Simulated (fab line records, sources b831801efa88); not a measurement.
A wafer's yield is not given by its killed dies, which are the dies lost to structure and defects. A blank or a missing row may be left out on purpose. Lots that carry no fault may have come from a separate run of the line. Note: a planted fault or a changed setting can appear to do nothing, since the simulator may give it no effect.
fab line records    flow gf180mcu    part 1 of 2: steps 1 to 25 of 34
record: lots: 5  wafers: 15  lastDay: 34
route steps=602 shown V4@486 MIM@503
lots that met no fault: from a run of the same line without faults
startH: hours from the record's first day to the start of the lot's first wafer shown    waitH: hours since the lot's step before    " identical to the entry in the row above    L1.1+2: a single row standing in for several wafers    - value missing, or start not given    * or withheld: withheld    < > ~ a bound
route shown NAME@n: names a module that has steps shown in the file, with the first one's number in the route    usual: average and standard deviation across the fault-free wafers    same: alike in all rows    chamber/n: place in a boat    sites: readings site by site    _std_site: how widely they spread, as a standard deviation    _edge_site: the outer-site mean with the inner-site mean subtracted    radiusMm: for every site, how far away it sits from the centre of the wafer    mask NAME#n: copy n    behind: tool/chamber where the wafer was last shaped    hold: the reason the lot was held/the length of the hold in hours/how it ended    device: whichever transistor did not switch (one of n, p or np)    end of line: the same wafers' tests at the end of the route    step lacking rows: just its recipe    killed: dies that structure and defects cost at the first sort, which is not the same as the wafer's yield    map: per-die view of a wafer (x killed, . not killed, _ where there is no die)
set.NAME: setting as actually run; set.NAME@STEP: the setting as run at that earlier step    model.NAME: the simulator's own value behind a step, which no gauge read
a table for each step, a row for each wafer; lots at some steps of the route
services: the hour from which a tool's chamber was out of use, counted from the record's first day as startH (under 0 if before that day), plus the number of hours and why
== steps ==
step: GF_V4_SOFTBAKE_10
recipe: tempC: 130  timeS: 60  resist: KrF
usual: resistLineTempC: 23.00/0.099
lot.wafer  tool           chamber  startH  waitH  resistLineTempC
L075.1     lithoTrack-02  0        -       -      23.01
L075.3     "              0        "       "      23.01
L075.4     "              0        "       "      22.87
L078.4     lithoTrack-03  0        -       -      23.05
L078.5     "              0        "       "      23.00
L078.6     "              0        "       "      23.21
L085.1     lithoTrack-02  0        -       -      22.95
L085.2     "              0        "       "      22.93
L085.3     "              0        "       "      23.01
L093.2     lithoTrack-02  0        -       -      22.93
L093.4     "              0        "       "      23.16
L093.5     "              0        "       "      23.01
L096.1     lithoTrack-01  0        -       -      22.96
L096.3     "              0        "       "      22.91
L096.5     "              0        "       "      22.93
step: GF_V4_EXPOSE_11
recipe: maskId: Via4  targetCdNm: 260  na: 0.68  sourceShape: conventional  sigmaOuter: 0.6  doseMj: 38
usual: reticleTempC: 22.99/0.13
lot.wafer  tool           chamber  startH  waitH  mask    reticleTempC
L075.1     krfScanner-02  0        -       -      Via4#0  22.95
L075.3     "              0        "       "      Via4#0  22.97
L075.4     "              0        "       "      Via4#0  23.01
L078.4     krfScanner-02  0        -       -      Via4#0  23.05
L078.5     "              0        "       "      Via4#0  23.08
L078.6     "              0        "       "      Via4#0  23.11
L085.1     krfScanner-02  0        -       -      Via4#0  23.16
L085.2     "              0        "       "      Via4#0  22.92
L085.3     "              0        "       "      Via4#0  23.13
L093.2     krfScanner-02  0        -       -      Via4#0  23.01
L093.4     "              0        "       "      Via4#0  23.00
L093.5     "              0        "       "      Via4#0  22.96
L096.1     krfScanner-01  0        -       -      Via4#0  23.00
L096.3     "              0        "       "      Via4#0  23.21
L096.5     "              0        "       "      Via4#0  23.07
step: GF_V4_PEB_12
recipe: pebTempC: 135  pebTimeS: 90  resist: KrF
usual: resistLineTempC: 23.01/0.11
lot.wafer  tool           chamber  startH  waitH  resistLineTempC
L075.1     lithoTrack-02  0        -       -      23.06
L075.3     "              0        "       "      22.74
L075.4     "              0        "       "      22.81
L078.4     lithoTrack-03  0        -       -      23.06
L078.5     "              0        "       "      22.92
L078.6     "              0        "       "      23.06
L085.1     lithoTrack-03  0        -       -      23.16
L085.2     "              0        "       "      23.25
L085.3     "              0        "       "      23.09
L093.2     lithoTrack-02  0        -       -      23.02
L093.4     "              0        "       "      23.01
L093.5     "              0        "       "      23.09
L096.1     lithoTrack-03  0        -       -      22.76
L096.3     "              0        "       "      22.75
L096.5     "              0        "       "      22.71
step: GF_V4_DEVELOP_13
recipe: developTimeS: 60  resist: KrF  devTempC: 21
usual: resistLineTempC: 22.99/0.098
same: developTimeS: 60
lot.wafer  tool           chamber  startH  waitH  resistLineTempC
L075.1     lithoTrack-02  0        582.33  0.2    22.90
L075.3     "              0        "       "      22.86
L075.4     "              0        "       "      23.06
L078.4     lithoTrack-03  0        600.29  0.1    23.05
L078.5     "              0        "       "      23.00
L078.6     "              0        "       "      22.94
L085.1     lithoTrack-03  0        651.76  0.2    23.17
L085.2     "              0        "       "      23.17
L085.3     "              0        "       "      23.06
L093.2     lithoTrack-02  0        706.35  0.2    22.94
L093.4     "              0        "       "      22.81
L093.5     "              0        "       "      22.87
L096.1     lithoTrack-03  0        719.96  0.2    23.00
L096.3     "              0        "       "      23.12
L096.5     "              0        "       "      23.07
step: GF_V4_CD_MEAS_14
recipe: targetCdNm: 260
usual: cdNm: 260.3/1.1
lot.wafer  tool      chamber  startH  waitH  cdNm
L075.1     cdSem-02  -        582.48  0.1    259.4
L075.3     "         -        "       "      259.9
L075.4     "         -        "       "      260.3
L078.4     cdSem-01  -        600.42  0.1    261.4
L078.5     "         -        "       "      261.5
L078.6     "         -        "       "      260.7
L085.1     cdSem-02  -        651.91  0.1    260.9
L085.2     "         -        "       "      259.9
L085.3     "         -        "       "      260.3
L093.2     cdSem-01  -        706.50  0.1    260.0
L093.4     "         -        "       "      261.0
L093.5     "         -        "       "      260.0
L096.1     cdSem-01  -        720.11  0.1    260.0
L096.3     "         -        "       "      260.3
L096.5     "         -        "       "      259.5
step: GF_V4_OVL_MEAS_15
usual: V4_OVL: 1/4.5
lot.wafer  tool        chamber  startH  waitH  V4_OVL[nm]
L075.1     overlay-01  -        582.60  0.1    2
L075.3     "           -        "       "      4
L075.4     "           -        "       "      4
L078.4     overlay-02  -        600.50  0.1    -4
L078.5     "           -        "       "      2
L078.6     "           -        "       "      0
L085.1     overlay-02  -        652.03  0.1    3
L085.2     "           -        "       "      3
L085.3     "           -        "       "      5
L093.2     overlay-01  -        706.60  0.1    6
L093.4     "           -        "       "      0
L093.5     "           -        "       "      2
L096.1     overlay-01  -        720.23  0.1    -7
L096.3     "           -        "       "      3
L096.5     "           -        "       "      1
step: GF_V4_ETCH_16
recipe: chemistry: N2/H2  targetDepthA: withheld  overetchA: withheld  timeS: withheld  target: BARC  ionEnergyEv: 200  sourceW: 500  biasW: 100  pressureMtorr: 30  n2FlowSccm: 100  h2FlowSccm: 200
usual: drypumpMotorCurrentA: 5.7/0.39  oesProductAu: 0.855/0.0049  throttleValvePct: 13.224/0.0098
lot.wafer  tool        chamber  startH  waitH  drypumpMotorCurrentA  oesProductAu  throttleValvePct
L075.1     rieDiel-03  3        582.63  0.0    5.5                   0.855         13.208
L075.3     "           1        "       "      6.1                   0.848         13.217
L075.4     "           0        "       "      5.5                   0.854         13.225
L078.4     rieDiel-03  2        600.52  0.0    5.1                   0.856         13.228
L078.5     "           0        "       "      5.5                   0.852         13.228
L078.6     "           3        "       "      5.5                   0.851         13.225
L085.1     rieDiel-02  3        652.07  0.0    5.7                   0.853         13.236
L085.2     "           0        "       "      6.2                   0.861         13.222
L085.3     "           2        "       "      6.4                   0.852         13.204
L093.2     rieDiel-03  0        706.63  0.0    5.4                   0.850         13.221
L093.4     "           2        "       "      5.1                   0.861         13.224
L093.5     "           3        "       "      5.5                   0.855         13.231
L096.1     rieDiel-02  0        720.27  0.0    6.2                   0.857         13.206
L096.3     "           3        "       "      5.7                   0.858         13.226
L096.5     "           3        "       "      5.7                   0.852         13.233
step: GF_V4_ETCH_17
recipe: chemistry: C4F8/O2/Ar  maskMaterial: KrF  target: SiO2  stopOn: TiN  sourceW: 1500  biasW: 1200  pressureMtorr: 40  c4f8FlowSccm: withheld  O2_flow_sccm: 6  Ar_flow_sccm: 300  timeS: withheld  targetDepthA: 6300
usual: oesProductAu: 0.856/0.0045
lot.wafer  tool        chamber  startH  waitH  oesProductAu
L075.1     rieDiel-03  3        -       -      0.853
L075.3     "           1        "       "      0.857
L075.4     "           0        "       "      0.852
L078.4     rieDiel-03  2        -       -      0.854
L078.5     "           0        "       "      0.856
L078.6     "           3        "       "      0.860
L085.1     rieDiel-02  3        -       -      0.846
L085.2     "           0        "       "      0.860
L085.3     "           2        "       "      0.854
L093.2     rieDiel-03  0        -       -      0.848
L093.4     "           2        "       "      0.859
L093.5     "           3        "       "      0.861
L096.1     rieDiel-02  0        -       -      0.857
L096.3     "           3        "       "      0.849
L096.5     "           3        "       "      0.866
step: GF_V4_STRIP_18
recipe: chemistry: O2/N2  powerW: 1400  pressureMtorr: 1500  platenTempC: 250  o2FlowSccm: 3000  n2FlowSccm: 300  overashFraction: 0.5
usual: drypumpMotorCurrentA: 5.7/0.58  heaterPowerW: 323/36  o2FlowSccm: 3000/8.4  oesProductAu: 0.591/0.0055
same: overashFraction: 0.5
lot.wafer  tool            chamber  startH  waitH  drypumpMotorCurrentA  heaterPowerW  o2FlowSccm  oesProductAu  rfHoursCounterH
L075.1     plasmaAsher-02  1        582.76  -      5.8                   310           2994        0.601         81
L075.3     "               1        "       "      5.9                   298           2999        0.602         -
L075.4     "               0        "       "      4.9                   316           2990        0.598         -
L078.4     plasmaAsher-04  1        600.68  -      5.4                   285           2989        0.587         -
L078.5     "               1        "       "      5.4                   287           3002        0.590         -
L078.6     "               0        "       "      6.5                   339           2992        0.591         -
L085.1     plasmaAsher-03  1        652.20  -      6.1                   298           2997        0.594         107
L085.2     "               0        "       "      5.2                   408           2996        0.599         107
L085.3     "               1        "       "      6.1                   303           3012        0.586         -
L093.2     plasmaAsher-04  0        706.76  -      6.5                   340           3014        0.591         32
L093.4     "               0        "       "      6.5                   348           3003        0.592         -
L093.5     "               1        "       "      5.4                   281           3000        0.589         -
L096.1     plasmaAsher-04  1        720.39  -      5.4                   291           3004        0.597         34
L096.3     "               0        "       "      6.5                   344           3015        0.592         -
L096.5     "               1        "       "      5.4                   289           3014        0.597         -
step: GF_V4_STRIP_19
recipe: chemistry: postEtchResidueRemover  timeS: 1200  tempC: 72.5
usual: bathHeatDutyPct: 14.4/1.6
lot.wafer  tool         chamber  startH  waitH  bathHeatDutyPct
L075.1     wetBench-04  3        582.86  0.1    15.7
L075.3     "            3        "       "      13.8
L075.4     "            3        "       "      13.8
L078.4     wetBench-02  0        600.75  0.0    13.1
L078.5     "            0        "       "      13.1
L078.6     "            0        "       "      13.9
L085.1     wetBench-04  0        652.30  0.1    13.9
L085.2     "            0        "       "      13.8
L085.3     "            0        "       "      15.8
L093.2     wetBench-04  1        706.86  0.1    11.9
L093.4     "            1        "       "      13.5
L093.5     "            1        "       "      12.9
L096.1     wetBench-04  1        720.49  0.1    13.5
L096.3     "            1        "       "      12.5
L096.5     "            1        "       "      13.8
step: GF_V4_CLEAN_20
recipe: chemistry: DIW  dry: n2Spin
lot.wafer   tool         chamber  startH  waitH
L075.1+3+4  wetBench-03  1        583.23  0.0
L078.4+5+6  wetBench-03  1        601.09  0.0
L085.1+2+3  wetBench-03  1        652.64  0.0
L093.2+4+5  wetBench-03  2        707.27  0.0
L096.1+3+5  wetBench-02  0        720.84  0.0
step: GF_V4_SPUTTER_21
recipe: material: Ti  targetThkNm: 15  chamberPressurePa: 5  powerW: 2500  substrateTempC: 200  timeS: 80.02
usual: throttleValvePct: 30.2/1.2
lot.wafer  tool           chamber  startH  waitH  throttleValvePct
L075.1     pvdSputter-01  -        583.33  0.0    29.2
L075.3     "              -        "       "      29.5
L075.4     "              -        "       "      28.4
L078.4     pvdSputter-04  -        601.18  0.0    31.1
L078.5     "              -        "       "      29.5
L078.6     "              -        "       "      30.8
L085.1     pvdSputter-02  -        652.73  0.0    30.3
L085.2     "              -        "       "      31.9
L085.3     "              -        "       "      30.4
L093.2     pvdSputter-04  -        707.36  0.0    30.1
L093.4     "              -        "       "      29.5
L093.5     "              -        "       "      29.3
L096.1     pvdSputter-01  -        720.93  0.0    29.2
L096.3     "              -        "       "      29.1
L096.5     "              -        "       "      29.4
step: GF_V4_SPUTTER_22
recipe: material: TiN  targetThkNm: 10  chamberPressurePa: 5  powerW: 4000  timeS: 40
usual: throttleValvePct: 30.3/1.2
lot.wafer  tool           chamber  startH  waitH  throttleValvePct
L075.1     pvdSputter-01  -        583.40  0.0    29.2
L075.3     "              -        "       "      29.7
L075.4     "              -        "       "      28.2
L078.4     pvdSputter-04  -        601.24  0.0    31.0
L078.5     "              -        "       "      29.5
L078.6     "              -        "       "      31.1
L085.1     pvdSputter-02  -        652.79  0.0    30.2
L085.2     "              -        "       "      32.0
L085.3     "              -        "       "      30.6
L093.2     pvdSputter-04  -        707.42  0.0    30.4
L093.4     "              -        "       "      29.6
L093.5     "              -        "       "      29.5
L096.1     pvdSputter-01  -        720.99  0.0    29.4
L096.3     "              -        "       "      29.6
L096.5     "              -        "       "      29.4
step: GF_V4_CVD_23
recipe: material: W  targetThkNm: 350  timeS: 104.9  tempC: 400  pressureTorr: 40
usual: heaterPowerW: 887/47
lot.wafer  tool     chamber  startH  waitH  heaterPowerW
L075.1     cvdW-02  0        583.43  0.0    879
L075.3     "        0        "       "      868
L075.4     "        1        "       "      933
L078.4     cvdW-01  0        601.32  0.1    864
L078.5     "        0        "       "      879
L078.6     "        1        "       "      800
L085.1     cvdW-02  1        652.83  0.0    926
L085.2     "        0        "       "      883
L085.3     "        0        "       "      862
L093.2     cvdW-01  1        707.46  0.0    783
L093.4     "        0        "       "      874
L093.5     "        0        "       "      884
L096.1     cvdW-02  0        721.03  0.0    859
L096.3     "        1        "       "      957
L096.5     "        1        "       "      942
step: GF_V4_RS_MEAS_24
recipe: thkMeasGauge: four-point-probe  reads: W_of_V4_CVD_23+TiN_of_V4_SPUTTER_22+Ti_of_V4_SPUTTER_21
usual: V4_W_RS: 0.327/0.0041
lot.wafer  tool          chamber  startH  waitH  V4_W_RS[ohm/sq]
L075.1     filmMetro-04  -        583.55  0.1    0.328
L075.3     "             -        "       "      0.331
L075.4     "             -        "       "      0.326
L078.4     filmMetro-03  -        601.45  0.1    0.321
L078.5     "             -        "       "      0.328
L078.6     "             -        "       "      0.323
L085.1     filmMetro-02  -        652.94  0.1    0.329
L085.2     "             -        "       "      0.327
L085.3     "             -        "       "      0.324
L093.2     filmMetro-03  -        707.59  0.1    0.320
L093.4     "             -        "       "      0.328
L093.5     "             -        "       "      0.330
L096.1     filmMetro-02  -        721.14  0.1    0.328
L096.3     "             -        "       "      0.329
L096.5     "             -        "       "      0.333
step: GF_V4_THK_MEAS_25
recipe: thkMeasGauge: xrf  reads: W_of_V4_CVD_23
usual: V4_W_THK: 357/5.9
lot.wafer  tool          chamber  startH  waitH  V4_W_THK[nm]
L075.1     filmMetro-04  -        583.67  0.1    355
L075.3     "             -        "       "      352
L075.4     "             -        "       "      355
L078.4     filmMetro-03  -        601.54  0.1    365
L078.5     "             -        "       "      359
L078.6     "             -        "       "      363
L085.1     filmMetro-02  -        653.06  0.1    353
L085.2     "             -        "       "      356
L085.3     "             -        "       "      359
L093.2     filmMetro-03  -        707.70  0.1    369
L093.4     "             -        "       "      361
L093.5     "             -        "       "      361
L096.1     filmMetro-02  -        721.26  0.1    353
L096.3     "             -        "       "      351
L096.5     "             -        "       "      345
step: GF_V4_CMP_26
recipe: stopOn: SiO2  downForcePsi: 3.5  platenRpm: 60  tOverpolishS: 15  targetThkNm: 0  padVelocityMS: 0.94248
usual: motorCurrentA: 11.4/1.2  overpolishRunS: 14.999/0.009  slurryFlowMlMin: 150.0/0.44  timeToEndpointS: 86/5.5
lot.wafer  tool    chamber  startH  waitH  motorCurrentA  overpolishRunS  slurryFlowMlMin  timeToEndpointS
L075.1     cmp-02  1        583.73  0.1    10.7           15.000          150.4            99
L075.4     "       2        "       "      11.4           14.989          150.4            88
L075.3     "       3        "       "      10.8           15.002          149.6            87
L078.4     cmp-02  2        601.67  0.1    11.3           14.998          149.7            83
L078.6     "       0        "       "      13.2           14.995          150.1            85
L078.5     "       1        "       "      10.2           14.998          149.4            94
L085.1     cmp-02  1        653.12  0.1    10.1           15.004          150.0            91
L085.3     "       3        "       "      10.2           15.007          149.9            83
L085.2     "       0        "       "      13.5           14.994          150.5            80
L093.2     cmp-02  0        707.75  0.0    12.7           14.992          149.8            92
L093.4     "       1        "       "      10.0           14.989          150.4            93
L093.5     "       1        "       "      10.0           15.011          149.8            92
L096.1     cmp-02  2        721.32  0.1    11.1           15.016          149.1            82
L096.3     "       0        "       "      12.8           14.992          150.4            85
L096.5     "       2        "       "      11.8           14.989          150.0            81
step: GF_MIM_SPUTTER_00
recipe: material: Ti  targetThkNm: 37.5  arrivingIonEnergyEv: 80  substrateTempC: 200  chamberPressurePa: 2  powerW: 4000  timeS: 150
usual: throttleValvePct: 29.9/1
lot.wafer  tool           chamber  startH  waitH  throttleValvePct
L075.1     pvdSputter-04  -        584.03  0.2    30.4
L075.3     "              -        "       "      31.0
L075.4     "              -        "       "      29.1
L078.4     pvdSputter-04  -        601.87  0.1    31.0
L078.5     "              -        "       "      29.4
L078.6     "              -        "       "      31.0
L085.1     pvdSputter-04  -        653.42  0.2    29.4
L085.2     "              -        "       "      30.2
L085.3     "              -        "       "      30.9
L093.2     pvdSputter-03  -        708.05  0.2    30.2
L093.4     "              -        "       "      28.9
L093.5     "              -        "       "      31.0
L096.1     pvdSputter-04  -        721.62  0.2    29.3
L096.3     "              -        "       "      30.4
L096.5     "              -        "       "      30.1
step: GF_MIM_SPUTTER_01
recipe: material: TiN  targetThkNm: 30  powerW: 6500  timeS: 25  chamberPressurePa: 0.4
usual: throttleValvePct: 29.9/1
lot.wafer  tool           chamber  startH  waitH  throttleValvePct
L075.1     pvdSputter-04  -        584.13  0.1    30.6
L075.3     "              -        "       "      30.8
L075.4     "              -        "       "      29.5
L078.4     pvdSputter-04  -        601.97  0.1    30.9
L078.5     "              -        "       "      29.6
L078.6     "              -        "       "      30.6
L085.1     pvdSputter-04  -        653.52  0.1    29.2
L085.2     "              -        "       "      30.0
L085.3     "              -        "       "      30.7
L093.2     pvdSputter-03  -        708.15  0.1    30.5
L093.4     "              -        "       "      29.4
L093.5     "              -        "       "      31.0
L096.1     pvdSputter-04  -        721.72  0.1    29.3
L096.3     "              -        "       "      30.5
L096.5     "              -        "       "      30.2
step: GF_MIM_SPUTTER_02
recipe: material: AlCu  targetThkNm: 450  powerW: 10600  timeS: 23.9  chamberPressurePa: 0.4
usual: throttleValvePct: 29.9/1
lot.wafer  tool           chamber  startH  waitH  throttleValvePct
L075.1     pvdSputter-04  -        584.16  0.0    30.5
L075.3     "              -        "       "      30.8
L075.4     "              -        "       "      29.4
L078.4     pvdSputter-04  -        602.00  0.0    31.2
L078.5     "              -        "       "      29.5
L078.6     "              -        "       "      31.0
L085.1     pvdSputter-04  -        653.55  0.0    29.6
L085.2     "              -        "       "      30.5
L085.3     "              -        "       "      30.9
L093.2     pvdSputter-03  -        708.18  0.0    30.4
L093.4     "              -        "       "      29.2
L093.5     "              -        "       "      31.0
L096.1     pvdSputter-04  -        721.75  0.0    29.4
L096.3     "              -        "       "      30.5
L096.5     "              -        "       "      30.2
step: GF_MIM_SPUTTER_03
recipe: material: Ti  targetThkNm: 10  substrateTempC: 300  chamberPressurePa: 0.3  powerW: 3000  timeS: 6.7
usual: throttleValvePct: 29.9/0.99
lot.wafer  tool           chamber  startH  waitH  throttleValvePct
L075.1     pvdSputter-04  -        584.19  0.0    30.7
L075.3     "              -        "       "      30.9
L075.4     "              -        "       "      29.5
L078.4     pvdSputter-04  -        602.03  0.0    30.8
L078.5     "              -        "       "      29.6
L078.6     "              -        "       "      31.0
L085.1     pvdSputter-04  -        653.58  0.0    29.5
L085.2     "              -        "       "      30.1
L085.3     "              -        "       "      31.2
L093.2     pvdSputter-03  -        708.21  0.0    30.5
L093.4     "              -        "       "      29.3
L093.5     "              -        "       "      31.2
L096.1     pvdSputter-04  -        721.78  0.0    29.6
L096.3     "              -        "       "      30.6
L096.5     "              -        "       "      30.2
step: GF_MIM_SPUTTER_04
recipe: material: TiN  targetThkNm: 50  powerW: 6500  timeS: 41.7  chamberPressurePa: 0.4
usual: throttleValvePct: 29.9/1
lot.wafer  tool           chamber  startH  waitH  throttleValvePct
L075.1     pvdSputter-04  -        584.21  0.0    30.4
L075.3     "              -        "       "      30.8
L075.4     "              -        "       "      29.4
L078.4     pvdSputter-04  -        602.05  0.0    31.0
L078.5     "              -        "       "      29.2
L078.6     "              -        "       "      31.0
L085.1     pvdSputter-04  -        653.60  0.0    29.3
L085.2     "              -        "       "      30.1
L085.3     "              -        "       "      31.0
L093.2     pvdSputter-03  -        708.23  0.0    30.2
L093.4     "              -        "       "      28.9
L093.5     "              -        "       "      30.9
L096.1     pvdSputter-04  -        721.80  0.0    29.4
L096.3     "              -        "       "      30.8
L096.5     "              -        "       "      29.9
step: GF_MIM_CVD_05
recipe: material: Si3N4  targetThkNm: 42  tempMaxC: 400  tempC: 385  timeS: 29.086  rfW: 450
usual: heaterPowerW: 657/74
lot.wafer  tool      chamber  startH  waitH  heaterPowerW
L075.1     pecvd-04  1        584.25  0.0    671
L075.3     "         2        "       "      646
L075.4     "         0        "       "      658
L078.4     pecvd-04  0        602.11  0.0    667
L078.5     "         2        "       "      681
L078.6     "         1        "       "      643
L085.1     pecvd-01  1        653.64  0.0    692
L085.2     "         2        "       "      724
L085.3     "         0        "       "      651
L093.2     pecvd-02  1        708.27  0.0    494
L093.4     "         2        "       "      697
L093.5     "         0        "       "      980
L096.1     pecvd-04  1        721.84  0.0    655
L096.3     "         2        "       "      600
L096.5     "         1        "       "      661
step: GF_MIM_THK_MEAS_06
recipe: reads: Si3N4_of_MIM_CVD_05
usual: MIM_CVD_05_THK: 42.0/0.62
lot.wafer  tool          chamber  startH  waitH  MIM_CVD_05_THK[nm]
L075.1     filmMetro-02  -        584.28  0.0    41.9
L075.3     "             -        "       "      43.1
L075.4     "             -        "       "      42.3
L078.4     filmMetro-03  -        602.16  0.0    41.5
L078.5     "             -        "       "      43.8
L078.6     "             -        "       "      41.7
L085.1     filmMetro-02  -        653.67  0.0    42.5
L085.2     "             -        "       "      41.8
L085.3     "             -        "       "      41.5
L093.2     filmMetro-01  -        708.32  0.0    41.7
L093.4     "             -        "       "      42.5
L093.5     "             -        "       "      42.0
L096.1     filmMetro-01  -        721.87  0.0    42.3
L096.3     "             -        "       "      41.9
L096.5     "             -        "       "      42.3
step: GF_MIM_SPUTTER_07
recipe: material: TiN  targetThkNm: 60  powerW: 6500  timeS: 50  chamberPressurePa: 0.4
usual: throttleValvePct: 29.8/1.2
lot.wafer  tool           chamber  startH  waitH  throttleValvePct
L075.1     pvdSputter-03  -        584.34  0.1    28.3
L075.3     "              -        "       "      29.0
L075.4     "              -        "       "      29.4
L078.4     pvdSputter-03  -        602.19  0.0    29.2
L078.5     "              -        "       "      29.5
L078.6     "              -        "       "      28.0
L085.1     pvdSputter-01  -        653.73  0.1    29.0
L085.2     "              -        "       "      29.6
L085.3     "              -        "       "      28.2
L093.2     pvdSputter-01  -        708.37  0.0    29.1
L093.4     "              -        "       "      31.9
L093.5     "              -        "       "      31.8
L096.1     pvdSputter-03  -        721.93  0.1    28.0
L096.3     "              -        "       "      31.0
L096.5     "              -        "       "      28.0
